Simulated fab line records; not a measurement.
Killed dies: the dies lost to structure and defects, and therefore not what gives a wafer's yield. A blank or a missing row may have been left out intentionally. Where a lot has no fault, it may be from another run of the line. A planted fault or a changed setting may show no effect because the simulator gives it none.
A lot that was struck, set against a sound lot | flow sfq_line | 15 steps out of a route of 325
Sound: these wafers, L411.1, L411.2, L411.4. The struck wafers were L416.2, L416.3, L416.5. The cause comes at the end.
Per side, at each step with rows, come the tool, then ch with its chambers, and then its first start. Under that, the readings that differ: sound wafers | struck wafers | difference of the means | sigmas: that difference in standard deviations of wafers without a fault.
alike: a reading whose means differ by less than 2 such deviations, as well as words and numbers matching on both sides. not compared: withheld readings; readings where some wafer has no value; bounds like >300 that might hide an equal value; numbers whose values overlap and for which the record gives no deviation.
A row with sigmas, a row that says differs or no value, or rows on one side alone: a step with any of these is where the two part. When numbers do not overlap yet have no deviation, they are printed without sigmas and do not part them. Lack of a reading on every wafer of one side parts them only where that side has two or more wafers.

first, 1 step without rows for these wafers: SFQ_TRILAYER_M6_STRIP_SOLV_CLEAN_164 (cleans in NMP, time 600 s).
SFQ_TRILAYER_I6_DEP_PECVD_165: deposits SiO2 from SiH4/N2O, time 111.11 s, target thk 500 nm.
  sound on pecvd-04 ch 0,2, day 68 16:22; struck on pecvd-04 ch 0,1,2, day 72 03:50
  alike: heater_power_w, throttle_valve_pct
SFQ_TRILAYER_I6_CMP_CMP_166: polishes SiO2.
  sound on cmp-01 ch 0,2,3, day 68 17:49; struck on cmp-02 ch 0,2, day 72 05:07
  alike: motor_current_A, slurry_filter_dp_kPa, slurry_flow_ml_min, time_to_endpoint_s
SFQ_I6_BOW_MEAS_941:
  struck on film_metro-01, day 72 08:08; sound on film_metro-01, day 68 20:49
  alike: I6_BOW
SFQ_TRILAYER_I6_METRO_MEASURE_167:
  struck on film_metro-01, day 72 08:26; sound on film_metro-01, day 68 20:56
  alike: thk_nm
then, 6 steps without rows for these wafers: SFQ_TRILAYER_I6_VIA_LITHO_COAT_174 (resist thk 62 nm); SFQ_TRILAYER_I6_VIA_LITHO_COAT_169 (resist thk 650 nm); SFQ_TRILAYER_I6_VIA_LITHO_SOFTBAKE_173; SFQ_TRILAYER_I6_VIA_LITHO_EXPOSE_170 (exposes mask I6, target cd 700 nm); SFQ_TRILAYER_I6_VIA_LITHO_PEB_172 (peb time 58.87 s); SFQ_TRILAYER_I6_VIA_LITHO_DEVELOP_171 (time 60 s).
-- the record jumps here: 5 days lie between the struck wafers' starts before and after --
SFQ_I6_OVL_MEAS_942:
  struck on overlay-01, day 77 08:08; sound on overlay-02, day 73 21:12
  alike: I6_OVL
SFQ_TRILAYER_I6_VIA_BARC_OPEN_VIA_ETCH_235: etches BARC in O2, target depth 125 nm, time 41.7 s.
  sound on rie_diel-01 ch 0,1,3, day 73 21:14; struck on rie_diel-04 ch 0,1,2, day 77 08:10
  reading                                                 | sound             | struck            | difference | sigmas
  oes_product_au (a.u.)                                   | 0.684 0.684 0.677 | 0.807 0.825 0.816 | +0.134     | +29
  run_length_s (s)                                        | 69.7 69.6 69.4    | 59.8 61.6 60.3    | -9.0       | -21
  time_s (s)                                              | 41.7 41.7 41.7    | 29.19 29.19 29.19 | -12.51     |
  model.KrF_of_TRILAYER_I6_VIA_LITHO_COAT_169.thk_nm (nm) | 571.9 572 571.4   | 588.4 586.5 589.1 | +16.2      |
  alike: drypump_motor_current_A
  not compared: rf_hours_counter_h
SFQ_TRILAYER_I6_VIA_ETCH_VIA_ETCH_172: etches SiO2 in CHF3, stops on Nb, target depth 260 nm.
  sound on rie_diel-01 ch 0,1,3, day 73 21:17; struck on rie_diel-04 ch 0,1,2, day 77 08:13
  reading                                                 | sound             | struck            | difference | sigmas
  model.KrF_of_TRILAYER_I6_VIA_LITHO_COAT_169.thk_nm (nm) | 527.1 527.2 527.1 | 543.9 541.4 544.8 | +16.2      |
  alike: drypump_motor_current_A, oes_product_au
SFQ_TRILAYER_I6_VIA_STRIP_STRIP_173: strips in O2.
  sound on rie_metal-03 ch 0,1, day 73 21:23; struck on rie_metal-02 ch 0,1, day 77 08:19
  alike: drypump_motor_current_A, oes_product_au
  not compared: rf_hours_counter_h

== WHERE THEY PART ==
Only at SFQ_TRILAYER_I6_VIA_BARC_OPEN_VIA_ETCH_235, as far as this record shows. Later steps at which nothing parts them and some readings are alike: SFQ_TRILAYER_I6_VIA_ETCH_VIA_ETCH_172, SFQ_TRILAYER_I6_VIA_STRIP_STRIP_173.

WHY: whatever the simulator had introduced
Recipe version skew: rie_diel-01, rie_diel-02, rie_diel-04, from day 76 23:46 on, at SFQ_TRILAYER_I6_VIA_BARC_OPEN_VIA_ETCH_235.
